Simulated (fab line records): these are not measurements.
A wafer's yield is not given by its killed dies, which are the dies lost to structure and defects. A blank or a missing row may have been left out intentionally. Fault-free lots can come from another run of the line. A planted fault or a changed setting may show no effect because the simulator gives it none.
The tool behind it: which one? || flow sky130 || 13 lots, 39 wafers sampled, at 2 steps of a route of 708

WHAT THE GAUGES READ, wafer by wafer
No reading from a measuring or inspecting step in the record can be judged against a usual standard deviation.

EACH LOT AND THE TOOL THAT RAN IT (in order: tool; ch and the chambers of the sampled wafers; start)
{"lot": "L247", "SKY_LDD_HVP_EXPOSE_04": "iline-stepper-02 ch 0, day 20 19:25", "SKY_PAD_OPEN_PROBE_99": "-"}
{"lot": "L248", "SKY_LDD_HVP_EXPOSE_04": "iline-stepper-01 ch 0, day 21 05:20", "SKY_PAD_OPEN_PROBE_99": "-"}
{"lot": "L250", "SKY_LDD_HVP_EXPOSE_04": "iline-stepper-02 ch 0, day 22 00:38", "SKY_PAD_OPEN_PROBE_99": "-"}
{"lot": "L252", "SKY_LDD_HVP_EXPOSE_04": "iline-stepper-02 ch 0, day 23 16:59", "SKY_PAD_OPEN_PROBE_99": "-"}
{"lot": "L253", "SKY_LDD_HVP_EXPOSE_04": "iline-stepper-01 ch 0, day 24 10:53", "SKY_PAD_OPEN_PROBE_99": "-"}
{"lot": "L254", "SKY_LDD_HVP_EXPOSE_04": "iline-stepper-02 ch 0, day 24 12:51", "SKY_PAD_OPEN_PROBE_99": "-"}
{"lot": "L255", "SKY_LDD_HVP_EXPOSE_04": "iline-stepper-02 ch 0, day 24 15:57", "SKY_PAD_OPEN_PROBE_99": "-"}
{"lot": "L256", "SKY_LDD_HVP_EXPOSE_04": "iline-stepper-01 ch 0, day 25 08:30", "SKY_PAD_OPEN_PROBE_99": "prober-02, day 48 17:58"}
{"lot": "L258", "SKY_LDD_HVP_EXPOSE_04": "iline-stepper-01 ch 0, day 25 09:08", "SKY_PAD_OPEN_PROBE_99": "-"}
{"lot": "L257", "SKY_LDD_HVP_EXPOSE_04": "iline-stepper-02 ch 0, day 25 10:29", "SKY_PAD_OPEN_PROBE_99": "-"}
{"lot": "L265", "SKY_LDD_HVP_EXPOSE_04": "iline-stepper-01 ch 0, day 27 09:32", "SKY_PAD_OPEN_PROBE_99": "-"}
{"lot": "L269", "SKY_LDD_HVP_EXPOSE_04": "iline-stepper-01 ch 0, day 28 18:53", "SKY_PAD_OPEN_PROBE_99": "-"}
{"lot": "L268", "SKY_LDD_HVP_EXPOSE_04": "iline-stepper-01 ch 0, day 28 19:54", "SKY_PAD_OPEN_PROBE_99": "-"}
- SKY_LDD_HVP_EXPOSE_04: exposes mask HVPTM, target cd 700 nm.
- SKY_PAD_OPEN_PROBE_99

AS READ BY THE TOOLS THEMSELVES (means over the sampled wafers that have a number; for cases with no such wafer, the mark the record gives instead)
SKY_PAD_OPEN_PROBE_99.
{"lot": "L256", "tool": "prober-02", "killed_at_M0_to_M3": 41, "killed_at_M4_up": 3.0, "killed-at-contacts": 22, "killed-at-front-end": 328, "killed-at-other": 0.3, "killed-dies": 395, "killed-on-rim": 93, "killed-open": 41, "killed-short": 37}

THE ANSWER, worked out from the rows above alone
Rule: usual is defined by the lots themselves. The widest of any qualifying gaps counts: lots, ordered by their means at a reading, are off when they make up no more than a third of the lots, leave a main group of 4 or more, and stand apart from it by 3 or more times the standard deviation of that group's means. If all means in a main group match to the digits the tables above print for the reading, that group is not used. A lot without any number at a reading at which 4 lots or more have one is off too. Where the step has rows for the other lots, those lots are counted as sound. The gauges are gone through in route order, then the tools' own readings, and for those a lot's mean is taken as printed above. The first step at which some lot is off is used, and at that step the reading that is off furthest; a lot without a number counts as furthest.
No lot is off at any reading shown: from this, nothing can be told.

WHAT THE SIMULATOR HAD PUT IN
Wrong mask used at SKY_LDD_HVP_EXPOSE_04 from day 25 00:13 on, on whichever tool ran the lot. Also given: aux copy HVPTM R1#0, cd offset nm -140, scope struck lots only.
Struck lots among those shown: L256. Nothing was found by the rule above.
